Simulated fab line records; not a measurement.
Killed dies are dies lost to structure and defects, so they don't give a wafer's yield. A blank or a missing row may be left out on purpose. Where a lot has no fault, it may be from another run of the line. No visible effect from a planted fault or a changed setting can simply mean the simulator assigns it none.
Problem report in the 8D (eight disciplines) form, filled by code | flow sfqLine | the parts of the form that need people (team, actions taken, sign-off) are left out

1. WHAT WENT WRONG
biasW at SFQ_TRILAYER_I0_VIA_BARC_OPEN_VIA_ETCH_046 reads a mean of 75.36 W on 6 wafers of 2 lots; wafers without a fault read 80.03 W with a standard deviation of 0.25. That is -19 standard deviations from the usual mean.
The step: etches BARC in O2, target depth 125 nm, time 41.7 s.
First seen on wafer L114.1, day 15 04:23, on rieDiel-02. Wafers with a number at this step in the record: 42, from 14 lots. The rule behind "out" and "out of limits": a value lying over 4 standard deviations away from the usual mean. All remaining wafers that have a number are taken as sound.

2. WHAT THIS IS AND IS NOT
question                    | is                     | is not
which readings at this step | biasW                  | drypumpMotorCurrentA, oesProductAu
which lots                  | L114, L115             | L103, L104, L105, L107, L108, L112, L113, L117, L119, L122, L123, L124
which wafers of those lots  | all that have a number | -
read on which tools         | rieDiel-02             | rieDiel-01, rieDiel-04
when                        | from day 15 04:23      | up to then (21 sound wafers); but 15 sound wafers of L117, L119, L122, L123, L124 came after

3. SUSPECTS, AND WHAT RULES EACH OUT
Counting: a tool stays on the suspect list if, at a process step up to the reading, it processed all lots that are out and no sound lot following the first of them.
- rieDiel-02 at SFQ_TRILAYER_I0_VIA_BARC_OPEN_VIA_ETCH_046 (etches BARC in O2, target depth 125 nm, time 41.7 s): ruled out as a lasting fault. The sound lots L122, L124 went through it after L114, its earliest lot that is out (day 15 04:23).
Left after counting: nothing in the record.

4. THE CAUSE (what the simulator had put in)
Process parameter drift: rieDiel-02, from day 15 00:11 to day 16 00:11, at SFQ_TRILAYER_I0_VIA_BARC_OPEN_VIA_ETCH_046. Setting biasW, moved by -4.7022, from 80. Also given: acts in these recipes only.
Counting ruled it out, wrongly.

5. THE EFFECT CHAIN, in route order
Each row: a reading where the mean over the struck wafers with a number is more than 3 standard deviations away from the usual. Only readings for which the record gives a usual standard deviation are gone through. hours: the time from each lot's start at the first step in this table that gives one to its start at this step, as a median over the lots. sigmas: the change in usual standard deviations.
hours | step                                       | reading | usual   | on struck wafers | change | sigmas
0     | SFQ_TRILAYER_I0_VIA_BARC_OPEN_VIA_ETCH_046 | biasW   | 80.03 W | 75.36            | -4.67  | -19
Process steps it contains:
- SFQ_TRILAYER_I0_VIA_BARC_OPEN_VIA_ETCH_046: etches BARC in O2, target depth 125 nm, time 41.7 s.

6. WHAT WOULD HAVE CAUGHT IT SOONER
In this record no reading fell out of limits until day 15 04:23, 4 hours after the fault had begun at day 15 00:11.
